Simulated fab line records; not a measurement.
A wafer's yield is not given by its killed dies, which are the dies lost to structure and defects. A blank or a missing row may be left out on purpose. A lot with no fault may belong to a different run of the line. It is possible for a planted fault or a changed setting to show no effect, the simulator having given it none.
Which tool is to blame? | flow sky130 | 36 wafers from 12 lots sampled at 2 of the route's 708 steps

WHAT EACH GAUGE READ, for each wafer
SKY_VT_ADJUST_NCORE_OVL_MEAS_08. Usual: for VT_ADJUST_NCORE_OVL the level is -0.1 nm and the standard deviation is 1.5.
lot  | measured     | on         | VT_ADJUST_NCORE_OVL (nm) | flag
L152 | day 7 21:22  | overlay-02 | -1.0 -1.0 0.7            |
L156 | day 8 13:38  | overlay-01 | 1.5 0.6 -0.2             |
L158 | day 8 19:47  | overlay-02 | -5.5 -1.7 0.1            |
L163 | day 9 23:19  | overlay-02 | 0.2 -0.5 -0.9            |
L164 | day 10 02:40 | overlay-01 | 0.6 2.3 2.0              |
L165 | day 10 08:20 | overlay-02 | -2.4 -2.9 -3.0           |
L166 | day 10 12:50 | overlay-02 | 0.8 -3.4 1.4             |
L171 | day 18 20:46 | overlay-02 | -0.8 1.1 2.0             |
L169 | day 18 20:55 | overlay-01 | -1.3 0.2 -1.5            |
L172 | day 18 21:58 | overlay-01 | -1.8 -1.3 -0.8           |
L174 | day 18 22:34 | overlay-01 | 0.5 2.9 1.8              |
L173 | day 18 23:28 | overlay-01 | 0.7 -0.5 0.6             |

SKY_GATE_OXIDE_OVL_MEAS_10. Usual: for GATE_OXIDE_OVL the level is -0.8 nm and the standard deviation is 1.4.
lot  | measured     | on         | GATE_OXIDE_OVL (nm) | flag
L152 | day 11 14:23 | overlay-01 | 0.9 0.2 1.8         |
L156 | day 13 00:47 | overlay-01 | -0.8 -1.5 -1.0      |
L158 | day 13 16:20 | overlay-01 | 0.6 0.1 1.2         |
L163 | day 14 19:43 | overlay-02 | -3.4 -3.5 -3.8      |
L164 | day 15 02:10 | overlay-02 | -0.8 0.0 -1.7       |
L165 | day 15 06:07 | overlay-02 | -0.3 -1.3 -0.4      |
L166 | day 15 15:58 | overlay-01 | 0.0 0.2 -1.7        |
L171 | day 25 05:31 | overlay-01 | 0.0 0.5 0.8         |
L169 | day 25 07:31 | overlay-02 | -1.1 -2.4 -1.3      |
L172 | day 25 08:56 | overlay-02 | -1.1 -1.1 -0.4      |
L174 | day 25 09:14 | overlay-01 | -0.2 -0.7 -0.3      |
L173 | day 25 09:32 | overlay-02 | 0.8 -0.2 -0.1       |

WHAT TOOL EACH LOT RAN ON (gives the tool, then ch and the chambers of the sampled wafers, and finally the start)
The record shows no process step preceding these readings.

AS READ BY THE TOOLS THEMSELVES (means over the sampled wafers that have a number; for cases with no such wafer, the mark the record gives instead)
The record holds no such reading with a usual standard deviation.

THE ANSWER, worked out from the rows above alone
Rule: lot off if the mean of its wafers having a number is beyond 3 standard deviations from the usual mean. A lot without any number at a reading at which 4 lots or more have one is off too. Where the step has rows for the other lots, those lots are counted as sound. Order of review: gauges by route order, followed by the tools' own readings, for which a lot's mean as printed above is used. The first step at which some lot is off is used, and at that step the reading that is off furthest; a lot without a number counts as furthest.
No lot is off at any reading shown: from this, nothing can be told.

WHAT HAD BEEN PUT IN BY THE SIMULATOR
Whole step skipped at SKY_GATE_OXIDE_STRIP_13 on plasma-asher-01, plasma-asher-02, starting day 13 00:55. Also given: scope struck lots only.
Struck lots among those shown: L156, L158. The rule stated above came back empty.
